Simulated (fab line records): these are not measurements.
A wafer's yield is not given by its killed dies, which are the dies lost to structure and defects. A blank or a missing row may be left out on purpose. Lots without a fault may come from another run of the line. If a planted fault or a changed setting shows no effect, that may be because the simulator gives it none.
One fault through the eyes of 2 desks + flow sky130 + what lay behind the numbers comes last; until then each desk has only its own

== TOOL OWNER'S DESK, wetBench-02 ==
The tool's own readings at SKY_FIELD_ISO_WET_ETCH_28 (etches SiO2 in dHF, target depth 23.7 nm, time 47 s): means of the sampled wafers that have a number, for each lot that ran on this tool. The brackets show how far a lot's mean lies from the usual mean; more than 4 standard deviations puts the lot out of limits, marked OUT.
Columns: A = runLengthS at SKY_FIELD_ISO_WET_ETCH_28, usual 76 s
| lot  | first seen here | A             |
|------|-----------------|---------------|
| L572 | day 3 03:01     | 72            |
| L575 | day 3 18:32     | 74            |
| L585 | day 5 23:02     | 50 (-8.1) OUT |
| L587 | day 6 09:01     | 80            |
Finding of this desk: L585 out of limits; the first was L585 at day 5 23:02, on runLengthS at SKY_FIELD_ISO_WET_ETCH_28. In limits: L572, L575, L587.

== THE METROLOGY DESK ==
Lot by lot, what the gauges showed, no matter which tool ran the lot: averages of those sampled wafers that carry a number. The brackets show how far a lot's mean lies from the usual mean; more than 4 standard deviations puts the lot out of limits, marked OUT.
Columns: A = FIELD_ISO_CVD_03_THK at SKY_FIELD_ISO_THK_MEAS_04, usual 166.2 nm; B = FIELD_ISO_OXIDATION_01_THK at SKY_FIELD_ISO_THK_MEAS_23, usual 10.03 nm
| lot  | first seen here | A     | B     |
|------|-----------------|-------|-------|
| L571 | day 2 01:34     | 163.8 | 9.84  |
| L572 | day 2 05:43     | 164.9 | 10.10 |
| L573 | day 2 09:56     | 165.3 | 10.10 |
| L574 | day 2 14:29     | 166.0 | 10.33 |
| L575 | day 2 22:17     | 166.6 | 10.12 |
| L577 | day 3 05:29     | 166.9 | 10.19 |
| L581 | day 4 01:29     | 168.6 | 10.28 |
| L585 | day 4 22:51     | 166.1 | 9.98  |
| L587 | day 5 08:21     | 167.0 | 10.11 |
| L588 | day 5 13:22     | 166.6 | 10.03 |
| L589 | day 5 19:40     | 165.3 | 9.84  |
| L590 | day 6 00:50     | 166.9 | 9.95  |
| L592 | day 6 10:08     | 167.3 | 10.06 |
This desk's finding: nothing out of limits on any of the 13 lots.

== ALL TOGETHER ==
The tool owner's desk had the chance to raise an alarm at day 5 23:02 on L585.
The metrology desk saw nothing out of limits.
The metrology desk holds a record of L585, inside its limits.
On wetBench-02, each named lot ran SKY_FIELD_ISO_WET_ETCH_28.

== WHAT THE SIMULATOR HAD INSERTED ==
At SKY_FIELD_ISO_WET_ETCH_28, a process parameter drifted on wetBench-02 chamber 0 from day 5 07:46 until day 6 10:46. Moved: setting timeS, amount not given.
Lots struck among those shown: L585.
Time in hours from fault onset to the first out-of-limits reading at each desk: the tool owner's desk, 15.
